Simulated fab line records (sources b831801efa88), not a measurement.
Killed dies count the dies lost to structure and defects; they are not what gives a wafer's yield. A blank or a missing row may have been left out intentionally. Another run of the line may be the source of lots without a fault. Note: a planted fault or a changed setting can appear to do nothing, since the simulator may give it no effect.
Which of the tools did it? | flow sky130 | 13 lots with 38 wafers sampled at 2 steps, on a route of 708 steps

== WHAT THE GAUGES READ, wafer by wafer ==
SKY_LDD_P_TW_MEAS_11. Usual: LDD_P_TW typically reads 640, with standard deviation 3.9.
lot  | measured     | on            | LDD_P_TW    | flag
L359 | day 19 01:55 | film-metro-01 | 642 643 640 |
L360 | day 19 06:35 | film-metro-02 | 633 633 633 |
L361 | day 19 15:43 | film-metro-04 | 639 639 638 |
L362 | day 19 19:31 | film-metro-02 | 633 633 638 |
L363 | day 20 12:37 | film-metro-01 | 645 639 648 |
L364 | day 21 00:37 | film-metro-04 | 641 636 638 |
L365 | day 21 12:39 | film-metro-02 | 631 631 634 |
L366 | day 21 19:37 | film-metro-04 | 641 641 638 |
L367 | day 22 00:49 | film-metro-04 | 643 640 641 |
L368 | day 22 14:07 | film-metro-01 | 635 636 638 |
L369 | day 23 01:31 | film-metro-01 | 646 648 644 |
L372 | day 24 12:27 | film-metro-04 | 639 643 640 |
L378 | day 26 07:07 | film-metro-04 | 639 625     |

== TOOL THAT RAN EACH LOT (tool first, then ch and the chambers of the sampled wafers, then the start) ==
lot  | SKY_LDD_P_IMPLANT_09
L359 | implanter-03 ch 0, day 19 01:40
L360 | implanter-03 ch 0, day 19 06:23
L361 | implanter-04 ch 0, day 19 15:28
L362 | implanter-03 ch 0, day 19 19:16
L363 | implanter-03 ch 0, day 20 12:23
L364 | implanter-02 ch 0, day 21 00:23
L365 | implanter-04 ch 0, day 21 12:24
L366 | implanter-03 ch 0, day 21 19:24
L367 | implanter-02 ch 0, day 22 00:34
L368 | implanter-02 ch 0, day 22 13:53
L369 | implanter-03 ch 0, day 23 01:16
L372 | implanter-03 ch 0, day 24 12:12
L378 | implanter-04 ch 0, day 26 06:53
- SKY_LDD_P_IMPLANT_09

== AS READ BY THE TOOLS THEMSELVES (means over the sampled wafers that have a number; for cases with no such wafer, the mark the record gives instead) ==
SKY_LDD_P_IMPLANT_09. Usual: end-station-pressure-torr at 5.02e-06 Torr, with a standard deviation of 2.6e-07.
lot  | tool         | end-station-pressure-torr (Torr) | flag
L359 | implanter-03 | 5.13e-06                         |
L360 | implanter-03 | 5.09e-06                         |
L361 | implanter-04 | 5.21e-06                         |
L362 | implanter-03 | 4.82e-06                         |
L363 | implanter-03 | 5.04e-06                         |
L364 | implanter-02 | 5.13e-06                         |
L365 | implanter-04 | 4.78e-06                         |
L366 | implanter-03 | 4.80e-06                         |
L367 | implanter-02 | 5.10e-06                         |
L368 | implanter-02 | 5.36e-06                         |
L369 | implanter-03 | 4.90e-06                         |
L372 | implanter-03 | 5.01e-06                         |
L378 | implanter-04 | 5.19e-06                         |

== THE ANSWER, worked out from the rows above alone ==
Rule: a lot is off if the mean of its wafers that have a number lies more than 3 standard deviations from the usual mean. A lot without any number at a reading at which 4 lots or more have one is off too. Any other lot the step has rows for is counted as sound. The gauges are gone through in route order, then the tools' own readings, and for those a lot's mean is taken as printed above. The first step at which some lot is off is used, and at that step the reading that is off furthest; a lot without a number counts as furthest.
Nothing can be told from this: no lot is off at any reading shown.

== WHAT WAS PUT IN BY THE SIMULATOR ==
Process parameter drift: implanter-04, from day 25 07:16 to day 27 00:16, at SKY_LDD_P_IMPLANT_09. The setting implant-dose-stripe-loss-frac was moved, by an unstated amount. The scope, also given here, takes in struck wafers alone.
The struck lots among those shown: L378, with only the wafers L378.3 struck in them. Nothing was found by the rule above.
